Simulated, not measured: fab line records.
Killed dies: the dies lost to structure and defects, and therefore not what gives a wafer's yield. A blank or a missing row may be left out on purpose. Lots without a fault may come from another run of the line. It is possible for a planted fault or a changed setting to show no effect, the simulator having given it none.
The tool behind it: which one? ; flow sky130 ; Sampling: 13 lots, 39 wafers, 4 of 708 route steps

== WHAT EACH GAUGE READ, for each wafer ==
SKY_VIA2_BOW_MEAS_03.
lot;measured;on;VIA2_BOW (um)
L800;day 35 22:24;film-metro-03;82 88 87
L801;day 36 02:59;film-metro-04;96 106 81
L805;day 37 11:28;film-metro-02;80 90 84
L807;day 37 22:54;film-metro-04;89 104 89
L806;day 38 00:26;film-metro-04;84 91 83
L808;day 38 11:16;film-metro-04;86 88 74
L809;day 38 20:21;film-metro-03;93 80 83
L810;day 38 21:41;film-metro-04;111 98 85
L812;day 39 13:13;film-metro-04;90 78 85
L813;day 39 22:07;film-metro-02;76 84 90
L814;day 40 08:25;film-metro-02;84 80 94
L820;day 42 00:23;film-metro-04;89 90 91
L822;day 42 18:04;film-metro-04;88 79 74

SKY_CAPM_RS_MEAS_03: measures by four-point-probe.
lot;measured;on;CAPM_TIN_RS (ohm/sq)
L800;day 37 03:20;film-metro-02;7.01 6.97 7.02
L801;day 37 07:06;film-metro-04;6.98 6.91 6.98
L805;day 38 15:20;film-metro-04;6.98 6.95 6.88
L807;day 39 02:33;film-metro-01;6.92 6.84 6.80
L806;day 39 04:01;film-metro-01;7.02 6.98 6.99
L808;day 39 13:59;film-metro-04;6.86 6.88 6.88
L809;day 39 23:10;film-metro-02;6.79 6.83 6.78
L810;day 40 00:09;film-metro-02;6.81 6.82 6.82
L812;day 40 15:58;film-metro-04;7.05 6.97 6.97
L813;day 41 00:38;film-metro-02;6.85 6.84 6.84
L814;day 41 10:32;film-metro-02;6.90 6.98 6.94
L820;day 43 01:50;film-metro-01;6.72 6.75 6.77
L822;day 43 19:23;film-metro-01;6.79 6.72 6.84

== WHICH TOOL RAN EACH LOT (tool, then ch and the chambers of the sampled wafers, then the start) ==
lot;SKY_METAL2_SPUTTER_02;SKY_VIA2_SPUTTER_20
L800;pvd-sputter-04, day 34 17:55;pvd-sputter-01, day 37 02:19
L801;pvd-sputter-02, day 34 22:39;pvd-sputter-04, day 37 06:04
L805;pvd-sputter-03, day 36 08:02;pvd-sputter-03, day 38 14:19
L807;pvd-sputter-03, day 36 19:55;pvd-sputter-03, day 39 01:30
L806;pvd-sputter-03, day 36 20:52;pvd-sputter-03, day 39 02:43
L808;pvd-sputter-04, day 37 07:41;pvd-sputter-03, day 39 12:58
L809;pvd-sputter-04, day 37 17:15;pvd-sputter-04, day 39 22:07
L810;pvd-sputter-03, day 37 18:22;pvd-sputter-03, day 39 23:07
L812;pvd-sputter-02, day 38 10:48;pvd-sputter-03, day 40 14:55
L813;pvd-sputter-04, day 38 20:03;pvd-sputter-04, day 40 23:35
L814;pvd-sputter-04, day 39 05:37;pvd-sputter-03, day 41 09:26
L820;pvd-sputter-04, day 40 22:36;pvd-sputter-01, day 43 00:45
L822;pvd-sputter-03, day 41 16:35;pvd-sputter-03, day 43 18:13
- SKY_METAL2_SPUTTER_02: material AlCu, target thk 250 nm, time 13.3 s.
- SKY_VIA2_SPUTTER_20: material TiN, target thk 20 nm, time 80 s.

== AS READ BY THE TOOLS THEMSELVES (means over the sampled wafers that have a number; for cases with no such wafer, the mark the record gives instead) ==
SKY_METAL2_SPUTTER_02.
lot;tool;cathode-dc-power-W (W);throttle-valve-pct (%)
L800;pvd-sputter-04;10599;30.4
L801;pvd-sputter-02;10600;30.6
L805;pvd-sputter-03;10601;30.2
L807;pvd-sputter-03;10598;29.9
L806;pvd-sputter-03;10602;29.8
L808;pvd-sputter-04;10598;30.5
L809;pvd-sputter-04;10599;30.3
L810;pvd-sputter-03;10602;29.6
L812;pvd-sputter-02;10600;30.3
L813;pvd-sputter-04;10600;29.9
L814;pvd-sputter-04;10601;29.8
L820;pvd-sputter-04;10600;30.2
L822;pvd-sputter-03;10599;30.2

SKY_VIA2_SPUTTER_20.
lot;tool;cathode-dc-power-W (W);throttle-valve-pct (%)
L800;pvd-sputter-01;4000.0;30.1
L801;pvd-sputter-04;3999.8;30.2
L805;pvd-sputter-03;4000.3;29.7
L807;pvd-sputter-03;4000.5;29.9
L806;pvd-sputter-03;3999.9;29.8
L808;pvd-sputter-03;3999.5;30.0
L809;pvd-sputter-04;4000.1;30.0
L810;pvd-sputter-03;3611.2;29.9
L812;pvd-sputter-03;3610.7;29.3
L813;pvd-sputter-04;3999.6;29.9
L814;pvd-sputter-03;3611.7;29.6
L820;pvd-sputter-01;4000.1;30.5
L822;pvd-sputter-03;4000.3;29.9

== THE ANSWER, worked out from the rows above alone ==
Rule: what is usual is taken from the lots themselves. The widest of any qualifying gaps counts: lots, ordered by their means at a reading, are off when they make up no more than a third of the lots, leave a main group of 4 or more, and stand apart from it by 3 or more times the standard deviation of that group's means. If all means in a main group match to the digits the tables above print for the reading, that group is not used. A lot without any number at a reading at which 4 lots or more have one is off too. All remaining lots with rows at the step are treated as sound. First the gauges in route order, then the tools' own readings, where a lot's mean is used as printed above. The first step at which some lot is off is used, and at that step the reading that is off furthest; a lot without a number counts as furthest.
Off: L810, L812, L814, at SKY_VIA2_SPUTTER_20 (cathode-dc-power-W). The main group has a mean of 4000.0 W with a standard deviation of 0.3.
If a tool, at that step or one of the process steps before it, ran each lot that is off and ran no sound lot following the first of them, it fits. No candidate that was tried fits.

== WHAT WAS PUT IN BY THE SIMULATOR ==
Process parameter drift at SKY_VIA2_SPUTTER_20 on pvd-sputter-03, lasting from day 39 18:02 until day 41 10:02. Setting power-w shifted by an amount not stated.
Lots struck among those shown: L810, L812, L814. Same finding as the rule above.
